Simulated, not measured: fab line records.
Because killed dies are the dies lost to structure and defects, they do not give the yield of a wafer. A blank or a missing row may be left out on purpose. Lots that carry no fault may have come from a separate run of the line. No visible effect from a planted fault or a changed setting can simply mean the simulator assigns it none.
Matching of chambers ; flow sky130 ; SKY_VIA3_CMP_24 on cmp-02 has 4 sister chambers
The step polishes, stops on SiO2, t overpolish 20 s, target thk 0 nm. 18 wafers are shown with their chamber, then 9 later ones without.

== WAFERS PAIRED WITH THEIR CHAMBERS ==
wafer;chamber;time_to_endpoint_s (s);motor_current_A (A);overpolish_run_s (s)
L209.1;3;93;10.7;20.017
L209.3;0;92;11.4;20.011
L209.6;0;91;11.4;19.987
L212.1;2;93;12.0;19.998
L212.3;3;93;11.7;20.001
L212.5;2;94;12.3;20.011
L216.1;2;92;11.1;19.997
L216.4;3;92;11.2;20.002
L216.5;0;89;11.1;19.985
L214.3;2;93;11.5;20.002
L214.5;3;92;10.9;20.002
L214.6;0;94;11.4;19.984
L218.2;3;98;11.2;19.996
L218.5;0;98;11.4;20.015
L218.6;1;100;12.0;20.001
L221.1;3;93;11.1;20.000
L221.2;2;97;12.1;20.017
L221.5;2;95;11.7;20.004

SIGNATURES, as means of the wafers listed above
reading;chamber 0;chamber 1;chamber 2;chamber 3;scatter within a chamber
time_to_endpoint_s;92.80;100.00;94.00;93.50;2.51
motor_current_A;11.340;12.000;11.783;11.133;0.34
overpolish_run_s;19.99640;20.00100;20.00483;20.00300;0.0103
Rule: a wafer lies at a distance from a chamber equal to the root of the sum of squares, over the readings, of (its reading less the chamber's mean, divided by the reading's scatter). If the next closest chamber is less than 2 further off than the closest, the wafer can't be placed; otherwise it belongs to the closest. The scatter: take each reading less its chamber's mean, square it, sum over the shown wafers, divide by the number of wafers less the number of chambers, and take the root.

== WAFERS MISSING THEIR CHAMBER ==
wafer;time_to_endpoint_s (s);motor_current_A (A);overpolish_run_s (s)
L222.1;92;11.5;20.001
L222.3;92;11.9;19.994
L222.5;93;12.4;20.004
L224.1;86;11.3;19.998
L224.2;91;11.9;20.001
L224.3;93;13.1;20.010
L231.2;93;13.3;19.977
L231.3;94;11.1;20.000
L231.5;90;11.7;19.993

== EACH ONE'S CHAMBER ==
wafer;from the rows above;in truth
L222.1;can't be placed: 0 or 2 or 3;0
L222.3;can't be placed: 2 or 0 or 3 or 1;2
L222.5;can't be placed: 2 or 1 or 0 or 3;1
L224.1;can't be placed: 0 or 3 or 2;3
L224.2;can't be placed: 2 or 0 or 3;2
L224.3;can't be placed: 2 or 1 or 0 or 3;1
L231.2;can't be placed: 2 or 1 or 0 or 3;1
L231.3;can't be placed: 3 or 0 or 2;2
L231.5;can't be placed: 0 or 2 or 3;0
Correctly placed: 0 of 9. Can't be placed from these rows: 9 (the true chamber is among the candidates in 9). Number placed wrongly: 0.
